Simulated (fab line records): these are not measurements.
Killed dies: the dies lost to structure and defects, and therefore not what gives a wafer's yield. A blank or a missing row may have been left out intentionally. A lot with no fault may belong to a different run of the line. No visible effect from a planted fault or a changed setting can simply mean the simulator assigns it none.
Matching of chambers	flow sfqLine	SFQ_TRILAYER_L0_CAP_PECVD_011 on pecvd-02: 3 sister chambers
The step deposits SiO2 from SiH4/N2O, time 13.333 s, target thk 60 nm. 6 wafers are shown with their chamber, then 8 later ones without.

## WAFERS, EACH WITH ITS CHAMBER
wafer	chamber	throttleValvePct (%)	heaterPowerW (W)
L756.4	0	23.5	68
L759.1	0	23.6	74
L761.1	1	24.0	86
L761.5	1	23.8	85
L761.6	2	24.8	72
L762.1	2	24.7	83

## WAFERS MISSING THEIR CHAMBER
wafer	throttleValvePct (%)	heaterPowerW (W)
L762.3	23.9	81
L762.6	23.8	80
L763.1	23.9	66
L763.4	23.8	67
L763.6	24.3	86
L764.2	23.8	76
L764.3	24.1	72
L764.6	24.4	75

## THE CHAMBER EACH PASSED THROUGH
wafer	from the rows above	in truth
L762.3	1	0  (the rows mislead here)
L762.6	can't be placed: 1 or 0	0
L763.1	can't be placed: 0 or 1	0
L763.4	can't be placed: 0 or 1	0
L763.6	can't be placed: 1 or 2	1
L764.2	can't be placed: 1 or 0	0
L764.3	1	1
L764.6	can't be placed: 2 or 1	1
Placed correctly: 1 of 8. Can't be placed from these rows: 6 (the true chamber is among the candidates in 6). Number placed wrongly: 1.
How it was worked out, from the rows above alone: a wafer's distance from a chamber is the root of the sum, over the readings, of the square of ((its reading less the chamber's mean) divided by the reading's scatter). The wafer belongs to the nearest chamber; if the next one is less than 2 further off, it can't be placed. For every chamber, the mean is computed from those of its wafers that are shown. The scatter is the square root of a quotient: the sum, over the shown wafers, of each reading's squared deviation from its chamber's mean, divided by wafers minus chambers.
